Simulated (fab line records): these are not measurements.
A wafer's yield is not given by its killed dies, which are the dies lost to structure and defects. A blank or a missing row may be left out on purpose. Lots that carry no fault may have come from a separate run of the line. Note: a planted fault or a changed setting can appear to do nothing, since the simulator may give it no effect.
fab line records ; flow sfq-line
[record] lots = 5; wafers = 15; last-day = 83
route steps=325 shown M2@92 I2@103 M3@118
lots with no fault: from the same line, run without faults
start-h: start of the lot's first displayed wafer, in hours after the record's first day ; wait-h: hours elapsed since this lot's preceding step ; " as in the row above ; L1.1+2: one row covering several wafers at once ; - no value, or no start given ; * or withheld: withheld ; < > ~ a bound
route shown NAME@n: names a module that has steps shown in the file, with the first one's number in the route ; usual: mean/standard deviation taken from wafers without a fault ; same: alike in all rows ; chamber/n: place in a boat ; sites: per-site readings ; _std_site: standard deviation across them ; _edge_site: mean of outer sites minus mean of inner sites ; radius-mm: for every site, how far away it sits from the centre of the wafer ; mask NAME#n: copy n ; behind: the most recent tool/chamber to have shaped the wafer ; hold: cause of the lot's hold/its duration in hours/its outcome ; device: transistor that didn't switch, given as n, p or np ; end of line: the same wafers' tests at the end of the route ; a step without rows: its recipe alone ; killed: dies lost to structure and defects at the first sort, not the wafer's yield ; map: a wafer's dies, x killed, . not, _ none there
set.NAME: setting as actually run; set.NAME@STEP: the setting as run at that earlier step ; model.NAME: the simulator's own value behind a step, which no gauge read
lots seen at some steps along the route; tables by step, rows by wafer
services: when a tool's chamber went out of use (start-h, in hours from the record's first day, below 0 if earlier), for how many hours, and the reason
[[steps]]
[step SFQ_TRILAYER_M2_LITHO_COAT_062]
[recipe] resist = BARC; spin-rpm = 3051; resist-thk-nm = 62
[step SFQ_TRILAYER_M2_LITHO_COAT_057]
[recipe] resist = KrF; spin-rpm = 3000; resist-thk-nm = 600
[step SFQ_TRILAYER_M2_LITHO_SOFTBAKE_061]
[recipe] temp-c = withheld; time-s = withheld; resist = KrF
[step SFQ_TRILAYER_M2_LITHO_EXPOSE_058]
[recipe] mask-id = M2; na = 0.6; source-shape = conventional; sigma-outer = 0.65; target-cd-nm = 500; dose-mj = 14.19
[step SFQ_TRILAYER_M2_LITHO_PEB_060]
[recipe] peb-temp-c = 115; peb-time-s = 60; resist = KrF
[step SFQ_TRILAYER_M2_LITHO_DEVELOP_059]
[recipe] time-s = 60; resist = KrF
[step SFQ_M2_OVL_MEAS_916]
[usual] M2_OVL = 4/5.2
lot.wafer;tool;chamber;start-h;wait-h;M2_OVL[nm]
L596.1;overlay-02;-;470.86;0.1;1
L596.2;overlay-02;-;470.86;0.1;6
L596.6;overlay-02;-;470.86;0.1;0
L598.1;overlay-01;-;488.82;0.1;2
L598.3;overlay-01;-;488.82;0.1;5
L598.4;overlay-01;-;488.82;0.1;12
L604.1;overlay-01;-;553.42;0.1;7
L604.2;overlay-01;-;553.42;0.1;7
L604.6;overlay-01;-;553.42;0.1;8
L610.1;overlay-02;-;599.44;0.1;3
L610.2;overlay-02;-;599.44;0.1;0
L610.5;overlay-02;-;599.44;0.1;-3
L615.1;overlay-02;-;645.79;0.1;9
L615.3;overlay-02;-;645.79;0.1;3
L615.6;overlay-02;-;645.79;0.1;6
[step SFQ_TRILAYER_M2_BARC_OPEN_METAL_ETCH_077]
[recipe] mask-material = PR; chemistry = O2; target-depth-nm = 125; target = BARC; icp-w = 600; bias-w = 80; pressure-mtorr = 10; time-s = 41.7
[usual] drypump-motor-current-A = 5.31/0.2; oes-product-au = 0.682/0.0048
lot.wafer;tool;chamber;start-h;wait-h;drypump-motor-current-A;oes-product-au;rf-hours-counter-h
L596.1;rie-metal-04;0;470.90;0.0;5.05;0.676;169
L596.2;rie-metal-04;1;470.90;0.0;5.44;0.677;9
L596.6;rie-metal-04;1;470.90;0.0;5.43;0.681;-
L598.1;rie-metal-04;1;488.85;0.0;5.46;0.686;12
L598.3;rie-metal-04;1;488.85;0.0;5.46;0.686;-
L598.4;rie-metal-04;0;488.85;0.0;5.02;0.691;-
L604.1;rie-metal-01;0;553.45;0.0;5.19;0.677;134
L604.2;rie-metal-01;1;553.45;0.0;5.60;0.686;112
L604.6;rie-metal-01;0;553.45;0.0;5.20;0.685;-
L610.1;rie-metal-01;0;599.47;0.0;5.21;0.685;142
L610.2;rie-metal-01;1;599.47;0.0;5.64;0.680;120
L610.5;rie-metal-01;1;599.47;0.0;5.61;0.685;-
L615.1;rie-metal-04;0;645.83;0.0;5.03;0.684;16
L615.3;rie-metal-04;0;645.83;0.0;5.04;0.689;-
L615.6;rie-metal-04;1;645.83;0.0;5.47;0.677;-
[step SFQ_TRILAYER_M2_ETCH_METAL_ETCH_060]
[recipe] target = Nb; stop-on = SiO2; mask-material = PR; chemistry = Cl2/Ar; target-depth-nm = 240; icp-w = 600; bias-w = 80; pressure-mtorr = 10; time-s = 120
[step SFQ_TRILAYER_M2_STRIP_STRIP_061]
[recipe] gas = O2; power-w = 200; platen-temp-c = 40; overash-fraction = 0.65; chemistry = O2; pressure-mtorr = 50
[step SFQ_TRILAYER_M2_STRIP_SOLV_CLEAN_062]
[recipe] chemistry = NMP; temp-c = 70; time-s = 600
[step SFQ_TRILAYER_I2_DEP_PECVD_063]
[recipe] material = SiO2; temp-c = 150; time-s = 111.11; pressure-torr = 2.4; rf-w = 183.3; precursor = SiH4/N2O; target-thk-nm = 500
[usual] heater-power-w = 79/8; susceptor-temp-C = 150.00/0.16; throttle-valve-pct = 24.5/1.4
lot.wafer;tool;chamber;start-h;wait-h;heater-power-w;susceptor-temp-C;throttle-valve-pct
L596.1;pecvd-02;2;471.87;0.0;88;150.01;22.4
L596.2;pecvd-02;0;471.87;0.0;92;149.81;24.6
L596.6;pecvd-02;1;471.87;0.0;80;149.94;22.7
L598.1;pecvd-02;0;489.81;0.0;89;150.27;24.2
L598.3;pecvd-02;2;489.81;0.0;83;150.00;22.6
L598.4;pecvd-02;1;489.81;0.0;79;149.80;22.5
L604.1;pecvd-01;2;554.41;0.0;77;150.05;25.4
L604.2;pecvd-01;0;554.41;0.0;74;150.01;26.1
L604.6;pecvd-01;0;554.41;0.0;76;149.96;25.9
L610.1;pecvd-02;0;600.61;0.0;81;149.94;24.7
L610.2;pecvd-02;2;600.61;0.0;90;150.10;22.4
L610.5;pecvd-02;0;600.61;0.0;86;149.95;25.0
L615.1;pecvd-01;1;646.79;0.0;82;149.89;23.5
L615.3;pecvd-01;0;646.79;0.0;72;150.08;22.8
L615.6;pecvd-01;0;646.79;0.0;75;150.07;22.8
[step SFQ_TRILAYER_I2_CMP_CMP_064]
[recipe] material = SiO2; down-force-psi = 3; platen-rpm = 60; pad-velocity-m-s = 0.94248
[usual] edge-zone-pressure-frac = 1.000/0.0049; motor-current-A = 9.6/0.74; time-to-endpoint-s = 214/7
lot.wafer;tool;chamber;start-h;wait-h;edge-zone-pressure-frac;motor-current-A;time-to-endpoint-s;model.SiO2_of_TRILAYER_I2_DEP_PECVD_063.thk-nm
L596.1;cmp-01;2;473.47;1.6;0.994;9.4;205;200.8
L596.2;cmp-01;0;474.47;2.6;1.000;8.8;212;200.6
L596.6;cmp-01;3;475.97;4.0;1.009;10.7;212;200.5
L598.4;cmp-02;2;492.33;2.4;1.002;8.9;203;198.7
L598.3;cmp-02;3;492.33;2.4;1.005;8.4;206;200.2
L598.1;cmp-02;1;493.83;4.0;0.998;9.2;208;198.7
L604.2;cmp-02;3;562.00;7.5;1.008;8.7;193;219.9
L604.1;cmp-02;0;562.00;7.5;0.995;9.2;196;219.9
L604.6;cmp-02;2;563.50;9.0;0.998;8.8;195;219.3
L610.1;cmp-01;3;613.90;13.3;0.993;10.8;215;201.7
L610.2;cmp-01;1;614.90;14.3;0.998;10.1;211;200.4
L610.5;cmp-01;0;616.40;15.7;0.999;8.8;215;200.5
L615.1;cmp-01;2;661.90;15.1;0.996;10.0;219;200
L615.3;cmp-01;3;661.90;15.1;1.006;11.0;219;200.8
L615.6;cmp-01;3;664.40;17.5;1.005;10.4;232;199.9
[step SFQ_I2_BOW_MEAS_917]
[recipe] mode = bow
[usual] I2_BOW = 2/7.8
lot.wafer;tool;chamber;start-h;wait-h;I2_BOW[um]
L596.1;film-metro-01;-;476.47;2.5;5
L596.2;film-metro-01;-;476.47;2.5;5
L596.6;film-metro-01;-;476.47;2.5;10
L598.1;film-metro-01;-;495.33;1.0;4
L598.3;film-metro-01;-;495.33;1.0;-1
L598.4;film-metro-01;-;495.33;1.0;2
L604.1;film-metro-01;-;564.00;1.0;7
L604.2;film-metro-01;-;564.00;1.0;1
L604.6;film-metro-01;-;564.00;1.0;10
L610.1;film-metro-03;-;616.90;2.5;-11
L610.2;film-metro-03;-;616.90;2.5;-3
L610.5;film-metro-03;-;616.90;2.5;5
L615.1;film-metro-04;-;664.90;2.5;-4
L615.3;film-metro-04;-;664.90;2.5;9
L615.6;film-metro-04;-;664.90;2.5;-7
[step SFQ_TRILAYER_I2_METRO_MEASURE_065]
[usual] thk-nm = 200.3/0.93
lot.wafer;tool;chamber;start-h;wait-h;thk-nm
L596.1;film-metro-01;-;476.59;0.1;200.7
L596.2;film-metro-01;-;476.59;0.1;200.7
L596.6;film-metro-01;-;476.59;0.1;200.4
L598.1;film-metro-01;-;495.45;0.1;198.7
L598.3;film-metro-01;-;495.45;0.1;200.2
L598.4;film-metro-01;-;495.45;0.1;198.9
L604.1;film-metro-01;-;564.12;0.1;220.0
L604.2;film-metro-01;-;564.12;0.1;219.9
L604.6;film-metro-01;-;564.12;0.1;219.3
L610.1;film-metro-03;-;617.02;0.1;201.6
L610.2;film-metro-03;-;617.02;0.1;200.2
L610.5;film-metro-03;-;617.02;0.1;200.6
L615.1;film-metro-04;-;665.02;0.1;200.0
L615.3;film-metro-04;-;665.02;0.1;200.8
L615.6;film-metro-04;-;665.02;0.1;200.0
[step SFQ_TRILAYER_I2_VIA_LITHO_COAT_072]
[recipe] resist = BARC; spin-rpm = 3000; resist-thk-nm = 62
[step SFQ_TRILAYER_I2_VIA_LITHO_COAT_067]
[recipe] resist = KrF; spin-rpm = 3000; resist-thk-nm = 650
[step SFQ_TRILAYER_I2_VIA_LITHO_SOFTBAKE_071]
[recipe] temp-c = withheld; time-s = withheld; resist = KrF
[step SFQ_TRILAYER_I2_VIA_LITHO_EXPOSE_068]
[recipe] mask-id = I2; na = 0.6; source-shape = conventional; sigma-outer = 0.65; target-cd-nm = 500; dose-mj = 21.3
[step SFQ_TRILAYER_I2_VIA_LITHO_PEB_070]
[recipe] peb-temp-c = 113.9; peb-time-s = 60; resist = KrF
[step SFQ_TRILAYER_I2_VIA_LITHO_DEVELOP_069]
[recipe] time-s = 60; resist = KrF
[step SFQ_I2_OVL_MEAS_918]
[usual] I2_OVL = 1/5.1
lot.wafer;tool;chamber;start-h;wait-h;I2_OVL[nm]
L596.1;overlay-01;-;631.60;0.1;-8
L596.2;overlay-01;-;631.60;0.1;-8
L596.6;overlay-01;-;631.60;0.1;-5
L598.1;overlay-02;-;649.42;0.1;-3
L598.3;overlay-02;-;649.42;0.1;-3
L598.4;overlay-02;-;649.42;0.1;2
L604.1;overlay-01;-;717.47;0.1;-1
L604.2;overlay-01;-;717.47;0.1;-1
L604.6;overlay-01;-;717.47;0.1;-5
L610.1;overlay-01;-;763.20;0.1;6
L610.2;overlay-01;-;763.20;0.1;4
L610.5;overlay-01;-;763.20;0.1;4
L615.1;overlay-01;-;810.42;0.1;7
L615.3;overlay-01;-;810.42;0.1;2
L615.6;overlay-01;-;810.42;0.1;2
[step SFQ_TRILAYER_I2_VIA_BARC_OPEN_VIA_ETCH_096]
[recipe] mask-material = PR; chemistry = O2; target-depth-nm = 125; target = BARC; source-w = 500; bias-w = 80; pressure-mtorr = 30; time-s = 41.7
[usual] drypump-motor-current-A = 5.9/0.31; oes-product-au = 0.685/0.0048
lot.wafer;tool;chamber;start-h;wait-h;drypump-motor-current-A;oes-product-au;rf-hours-counter-h
L596.1;rie-diel-04;3;631.63;0.0;5.9;0.682;12
L596.2;rie-diel-04;0;631.63;0.0;5.5;0.688;58
L596.6;rie-diel-04;0;631.63;0.0;5.5;0.678;-
L598.1;rie-diel-03;2;649.45;0.0;6.2;0.690;6
L598.3;rie-diel-03;0;649.45;0.0;5.9;0.680;59
L598.4;rie-diel-03;3;649.45;0.0;6.1;0.682;71
L604.1;rie-diel-03;2;717.51;0.0;6.2;0.686;7
L604.2;rie-diel-03;1;717.51;0.0;5.6;0.680;16
L604.6;rie-diel-03;2;717.51;0.0;6.2;0.686;-
L610.1;rie-diel-02;2;763.23;0.0;5.3;0.682;47
L610.2;rie-diel-02;0;763.23;0.0;5.6;0.684;8
L610.5;rie-diel-02;3;763.23;0.0;6.5;0.681;-
L615.1;rie-diel-03;2;810.46;0.0;6.2;0.685;8
L615.3;rie-diel-03;1;810.46;0.0;5.6;0.691;17
L615.6;rie-diel-03;1;810.46;0.0;5.6;0.689;-
[step SFQ_TRILAYER_I2_VIA_ETCH_VIA_ETCH_070]
[recipe] target = SiO2; stop-on = Nb; mask-material = PR; taper-deg = 20; chemistry = CHF3; target-depth-nm = 260; source-w = 500; bias-w = 80; pressure-mtorr = 30; time-s = withheld
[usual] drypump-motor-current-A = 5.9/0.31; oes-product-au = 0.856/0.005
lot.wafer;tool;chamber;start-h;wait-h;drypump-motor-current-A;oes-product-au;model.etch.depth-nm;model.I2.feature-depth-nm
L596.1;rie-diel-04;3;631.67;0.0;5.9;0.851;200.8;200.8
L596.2;rie-diel-04;0;631.67;0.0;5.5;0.855;200.6;200.6
L596.6;rie-diel-04;0;631.67;0.0;5.5;0.860;200.5;200.5
L598.1;rie-diel-03;2;649.49;0.0;6.2;0.852;198.7;198.7
L598.3;rie-diel-03;0;649.49;0.0;6.0;0.857;200.2;200.2
L598.4;rie-diel-03;3;649.49;0.0;6.1;0.859;198.7;198.7
L604.1;rie-diel-03;2;717.55;0.0;6.3;0.914;219.9;219.9
L604.2;rie-diel-03;1;717.55;0.0;5.6;0.910;219.9;219.9
L604.6;rie-diel-03;2;717.55;0.0;6.2;0.900;219.3;219.3
L610.1;rie-diel-02;2;763.27;0.0;5.3;0.862;201.7;201.7
L610.2;rie-diel-02;0;763.27;0.0;5.6;0.864;200.4;200.4
L610.5;rie-diel-02;3;763.27;0.0;6.4;0.857;200.5;200.5
L615.1;rie-diel-03;2;810.50;0.0;6.2;0.860;200;200
L615.3;rie-diel-03;1;810.50;0.0;5.6;0.864;200.8;200.8
L615.6;rie-diel-03;1;810.50;0.0;5.6;0.852;199.9;199.9
[step SFQ_TRILAYER_I2_VIA_STRIP_STRIP_071]
[recipe] gas = O2; power-w = 200; platen-temp-c = 40; overash-fraction = 0.65; chemistry = O2; pressure-mtorr = 50
[usual] drypump-motor-current-A = 5.2/0.31; oes-product-au = 1.001/0.0081
[same] overash-fraction = 0.65
lot.wafer;tool;chamber;start-h;wait-h;drypump-motor-current-A;oes-product-au;rf-hours-counter-h
L596.1;rie-metal-02;1;631.78;-;5.3;0.998;8
L596.2;rie-metal-02;0;631.78;-;5.3;0.993;134
L596.6;rie-metal-02;1;631.78;-;5.2;1.001;-
L598.1;rie-metal-01;1;649.61;-;5.6;1.006;129
L598.3;rie-metal-01;1;649.61;-;5.6;1.005;-
L598.4;rie-metal-01;0;649.61;-;5.2;1.010;-
L604.1;rie-metal-02;0;717.66;-;5.3;0.998;146
L604.2;rie-metal-02;1;717.66;-;5.2;0.995;20
L604.6;rie-metal-02;1;717.66;-;5.3;0.992;-
L610.1;rie-metal-03;0;763.39;-;4.8;1.007;84
L610.2;rie-metal-03;0;763.39;-;4.8;1.001;-
L610.5;rie-metal-03;0;763.39;-;4.8;0.999;-
L615.1;rie-metal-03;0;810.61;-;4.8;1.003;94
L615.3;rie-metal-03;0;810.61;-;4.8;0.989;-
L615.6;rie-metal-03;0;810.61;-;4.8;0.990;-
[step SFQ_TRILAYER_I2_VIA_STRIP_SOLV_CLEAN_072]
[recipe] chemistry = NMP; temp-c = 70; time-s = 600
[step SFQ_TRILAYER_M3_DEP_PRE_CLEAN_074]
[recipe] gas = Ar; time-s = 22.5; bias-v = 250
lot.wafer;tool;chamber;start-h;wait-h;model.SiO2_of_TRILAYER_I2_DEP_PECVD_063.thk-nm
L596.1;pvd-sputter-05;-;632.56;0.0;193.3
L596.2;pvd-sputter-05;-;632.56;0.0;193.1
L596.6;pvd-sputter-05;-;632.56;0.0;193
L598.1+4;pvd-sputter-06;-;650.38;0.0;191.2
L598.3;pvd-sputter-06;-;650.38;0.0;192.7
L604.1+2;pvd-sputter-06;-;718.44;0.0;212.4
L604.6;pvd-sputter-06;-;718.44;0.0;211.8
L610.1;pvd-sputter-03;-;764.76;0.0;194.2
L610.2;pvd-sputter-03;-;764.76;0.0;192.9
L610.5;pvd-sputter-03;-;764.76;0.0;193
L615.1;pvd-sputter-03;-;811.98;0.0;192.5
L615.3;pvd-sputter-03;-;811.98;0.0;193.3
L615.6;pvd-sputter-03;-;811.98;0.0;192.4
[step SFQ_TRILAYER_M3_DEP_SPUTTER_073]
[recipe] material = Nb; base-pressure-pa = 1.33e-06; chamber-pressure-pa = 0.1333; substrate-temp-c = 20; resputter-cathode-voltage-v = 400; target-thk-nm = 200; power-w = 2000; time-s = 133.3
[usual] cathode-dc-power-W = 2000.0/0.35; throttle-valve-pct = 29.8/0.83
lot.wafer;tool;chamber;start-h;wait-h;cathode-dc-power-W;throttle-valve-pct
L596.1;pvd-sputter-05;-;632.59;0.0;1999.9;29.6
L596.2;pvd-sputter-05;-;632.59;0.0;1999.9;30.3
L596.6;pvd-sputter-05;-;632.59;0.0;1999.9;30.4
L598.1;pvd-sputter-06;-;650.41;0.0;2000.3;28.7
L598.3;pvd-sputter-06;-;650.41;0.0;2000.4;28.4
L598.4;pvd-sputter-06;-;650.41;0.0;2000.0;30.7
L604.1;pvd-sputter-06;-;718.47;0.0;2000.6;30.3
L604.2;pvd-sputter-06;-;718.47;0.0;2000.4;28.9
L604.6;pvd-sputter-06;-;718.47;0.0;1999.8;30.7
L610.1;pvd-sputter-03;-;764.79;0.0;1999.6;30.5
L610.2;pvd-sputter-03;-;764.79;0.0;1999.8;29.8
L610.5;pvd-sputter-03;-;764.79;0.0;2000.1;30.4
L615.1;pvd-sputter-03;-;812.01;0.0;2000.5;30.4
L615.3;pvd-sputter-03;-;812.01;0.0;1999.9;30.0
L615.6;pvd-sputter-03;-;812.01;0.0;1999.1;30.9
[[services]]
tool;chamber;start-h;hours;kind
rie-metal-04;1;461.52;3.9;repair
cmp-01;-;471.37;0.4;repair
pecvd-02;-;485.83;2.6;repair
rie-metal-01;0;509.01;4.1;repair
film-metro-01;-;514.21;0.8;pm
pvd-sputter-06;-;550.15;2.8;repair
pvd-sputter-03;-;553.70;0.7;repair
pvd-sputter-03;-;560.85;4.9;repair
cmp-01;-;563.92;5.0;pm
film-metro-01;-;588.22;0.6;pm
rie-diel-03;1;590.98;8.8;repair
pvd-sputter-03;-;612.50;10.4;repair
pvd-sputter-06;-;632.87;1.0;repair
pvd-sputter-06;-;676.60;3.9;repair
film-metro-01;-;678.22;0.7;pm
cmp-01;-;699.54;2.0;repair
pvd-sputter-03;-;702.25;5.1;repair
pvd-sputter-03;-;706.43;18.2;repair
pvd-sputter-03;-;710.70;5.6;repair
pvd-sputter-06;-;720.11;4.4;repair
pvd-sputter-06;-;731.08;0.8;repair
pvd-sputter-06;-;739.75;3.0;repair
rie-diel-03;-;774.59;0.4;repair
rie-diel-03;0;796.99;2.9;repair
[[key]]
[first-sign] step = SFQ_TRILAYER_I2_CMP_CMP_064; reading = time-to-endpoint-s; direction = down; sigmas = 2.8; usual = *; struck = *
[effect] step = SFQ_TRILAYER_I2_METRO_MEASURE_065; reading = thk-nm; direction = up; sigmas = 21; usual = 200.3; struck = 219.8
[effect] step = SFQ_TRILAYER_I2_VIA_ETCH_VIA_ETCH_070; reading = oes-product-au; direction = up; sigmas = 11; usual = 0.856; struck = 0.908
[model-effect] step = SFQ_TRILAYER_I2_CMP_CMP_064; value = SiO2_of_TRILAYER_I2_DEP_PECVD_063.thk-nm; without = 199.7; struck = 219.7
[model-effect] step = SFQ_TRILAYER_I2_VIA_ETCH_VIA_ETCH_070; value = etch.depth-nm; without = 199.7; struck = 219.7
[model-effect] step = SFQ_TRILAYER_M3_DEP_PRE_CLEAN_074; value = SiO2_of_TRILAYER_I2_DEP_PECVD_063.thk-nm; without = 192.2; struck = 212.2
met-at SFQ_TRILAYER_I2_CMP_CMP_064
struck-wafers L604.1,L604.2,L604.6
onset-between 492.33 562.00
[fault] kind = process-parameter-drift; tool = cmp-02; chamber = -; onset-h = 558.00; steps = SFQ_TRILAYER_I2_CMP_CMP_064; channel = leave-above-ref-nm; offset = 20; shape = step; end-h = 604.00; acts-in = these-recipes-only; stated = 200
